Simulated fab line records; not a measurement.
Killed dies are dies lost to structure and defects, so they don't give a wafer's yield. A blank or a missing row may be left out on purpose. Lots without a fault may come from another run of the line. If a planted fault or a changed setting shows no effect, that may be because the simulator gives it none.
A struck lot beside a sound one    flow sky130    43 steps out of a route of 708
Sound: wafers L708.2, L708.3, L708.4. Struck: wafer L718.3 (L718.2, L718.4, from the same lot, were not struck and are left out); the cause is given at the end.
Each step with rows lists, per side, the tool, then ch with its chambers, then its first start. Under that, the readings that differ: sound wafers    struck wafers    difference of the means    sigmas: that difference in standard deviations of wafers without a fault.
alike: a reading whose means differ by less than 2 such deviations, as well as words and numbers matching on both sides. not compared: withheld readings; readings where some wafer has no value; bounds like >300 that might hide an equal value; numbers whose values overlap and for which the record gives no deviation.
Wherever a step has rows on one side only, a row that says differs or no value, or a row with sigmas, the two part there. When numbers do not overlap yet have no deviation, they are printed without sigmas and do not part them. A reading that every wafer of one side lacks parts them only if that side has two wafers or more.

first, 8 steps without rows for these wafers: SKY_POLY_CUT_DEHYDRATE_00 (time 60 s); SKY_POLY_CUT_HMDS_01 (prime time 60 s); SKY_POLY_CUT_COAT_02 (resist thk 60 nm); SKY_POLY_CUT_COAT_03 (resist thk 450 nm); SKY_POLY_CUT_SOFTBAKE_04 (time 90 s); SKY_POLY_CUT_EXPOSE_05 (exposes mask NPCM, target cd 270 nm); SKY_POLY_CUT_PEB_06; SKY_POLY_CUT_DEVELOP_07 (develop time 60 s).
SKY_POLY_CUT_CD_MEAS_08: target cd 270 nm.
  sound: cdSem-01 at day 26 03:13; struck: cdSem-01 at day 28 17:38
  alike: cdNm
SKY_POLY_CUT_OVL_MEAS_09:
  sound: overlay-02 at day 26 03:19; struck: overlay-01 at day 28 17:45
  alike: POLY_CUT_OVL
SKY_POLY_CUT_ETCH_10: etches BARC in N2/H2, stops on SiO2, time 45.9 s, target depth 60 nm.
  sound on rieDiel-04 ch 0,1,3, day 26 03:21; struck on rieDiel-03 ch 3, day 28 17:47
  alike: biasW, drypumpMotorCurrentA, oesProductAu, throttleValvePct
  not compared: rfHoursCounterH
SKY_POLY_CUT_ETCH_11: etches Si3N4 in CF4/CH2F2/Ar, stops on poly-Si, time 42.5 s, target depth 60 nm.
  sound on rieDiel-04 ch 0,1,3, day 26 03:24; struck on rieDiel-03 ch 3, day 28 17:49
reading    sound              struck  difference  sigmas
biasW (W)  150.1 149.8 149.5  151.0   +1.2        +3
  alike: drypumpMotorCurrentA, oesProductAu, throttleValvePct
  not compared: rfHoursCounterH
SKY_POLY_CUT_STRIP_12: strips in O2/N2.
  sound on plasmaAsher-01 ch 0,1, day 26 03:26; struck on plasmaAsher-04 ch 0, day 28 17:52
  alike: drypumpMotorCurrentA, oesProductAu, stripTimeToEndpointS
  not compared: rfHoursCounterH
then, 7 steps without rows for these wafers: SKY_SD_P_DEHYDRATE_00 (time 60 s); SKY_SD_P_HMDS_01 (prime time 60 s); SKY_SD_P_COAT_02 (resist thk 1140 nm); SKY_SD_P_SOFTBAKE_03 (time 60 s); SKY_SD_P_EXPOSE_04 (exposes mask PSDM, target cd 380 nm); SKY_SD_P_PEB_05; SKY_SD_P_DEVELOP_06 (develop time 60 s).
SKY_SD_P_CD_MEAS_07: target cd 380 nm.
  sound: cdSem-02 at day 27 07:59; struck: cdSem-01 at day 29 21:34
  alike: cdNm
SKY_SD_P_OVL_MEAS_08:
  sound: overlay-02 at day 27 08:06; struck: overlay-01 at day 29 21:40
  alike: SD_P_OVL
then, 1 step without rows for these wafers: SKY_SD_P_IMPLANT_09.
SKY_SD_P_STRIP_10: strips in O2/N2.
  sound on plasmaAsher-04 ch 0,1, day 27 08:17; struck on plasmaAsher-02 ch 0, day 29 21:51
  alike: drypumpMotorCurrentA, oesProductAu, stripTimeToEndpointS
  not compared: rfHoursCounterH
SKY_SD_P_TW_MEAS_11:
  sound: filmMetro-01 at day 27 08:23; struck: filmMetro-02 at day 29 21:58
  alike: SD_P_TW
then, 8 steps without rows for these wafers: SKY_RES_XHIGH_DEHYDRATE_00 (time 60 s); SKY_RES_XHIGH_HMDS_01 (prime time 60 s); SKY_RES_XHIGH_COAT_02 (resist thk 1140 nm); SKY_RES_XHIGH_SOFTBAKE_03 (time 60 s); SKY_RES_XHIGH_EXPOSE_04 (exposes mask URPM, target cd 1270 nm); SKY_RES_XHIGH_PEB_05; SKY_RES_XHIGH_DEVELOP_06 (develop time 60 s); SKY_RES_XHIGH_IMPLANT_07.
SKY_RES_XHIGH_STRIP_08: strips in O2/N2.
  sound on plasmaAsher-02 ch 0,1, day 28 12:48; struck on plasmaAsher-04 ch 1, day 31 01:42
reading                   sound              struck  difference  sigmas
drypumpMotorCurrentA (A)  5.6 5.7 5.3        6.5     +1.0        +2
stripTimeToEndpointS (s)  14.25 14.20 14.19  14.29   +0.08       +2
  alike: oesProductAu
  not compared: rfHoursCounterH
SKY_RES_XHIGH_TW_MEAS_09:
  sound: filmMetro-01 at day 28 12:55; struck: filmMetro-01 at day 31 01:49
  alike: RES_XHIGH_TW
then, 7 steps without rows for these wafers: SKY_SD_N_DEHYDRATE_00 (time 60 s); SKY_SD_N_HMDS_01 (prime time 60 s); SKY_SD_N_COAT_02 (resist thk 1140 nm); SKY_SD_N_SOFTBAKE_03 (time 60 s); SKY_SD_N_EXPOSE_04 (exposes mask NSDM, target cd 380 nm); SKY_SD_N_PEB_05; SKY_SD_N_DEVELOP_06 (develop time 60 s).
-- the record jumps here: 18 days lie between the struck wafers' starts before and after (it left off in module SD_N and takes up again in module PAD_OPEN, whose first step shown is number 708 of the route) --
SKY_PAD_OPEN_PROBE_99:
  sound: prober-02 at day 47 01:38; struck: prober-01 at day 48 20:19
reading           sound     struck  difference  sigmas
killedAtFrontEnd  14 15 12  33      +19         +5
  alike: killed_at_M0_to_M3, killed_at_M4_up, killedAtContacts, killedAtOther, killedDies, killedOnRim, killedOpen, killedShort

## WHERE THEY PART
Earliest at SKY_POLY_CUT_ETCH_11; latest, in this record, at SKY_PAD_OPEN_PROBE_99.

WHY: what had been put in by the simulator
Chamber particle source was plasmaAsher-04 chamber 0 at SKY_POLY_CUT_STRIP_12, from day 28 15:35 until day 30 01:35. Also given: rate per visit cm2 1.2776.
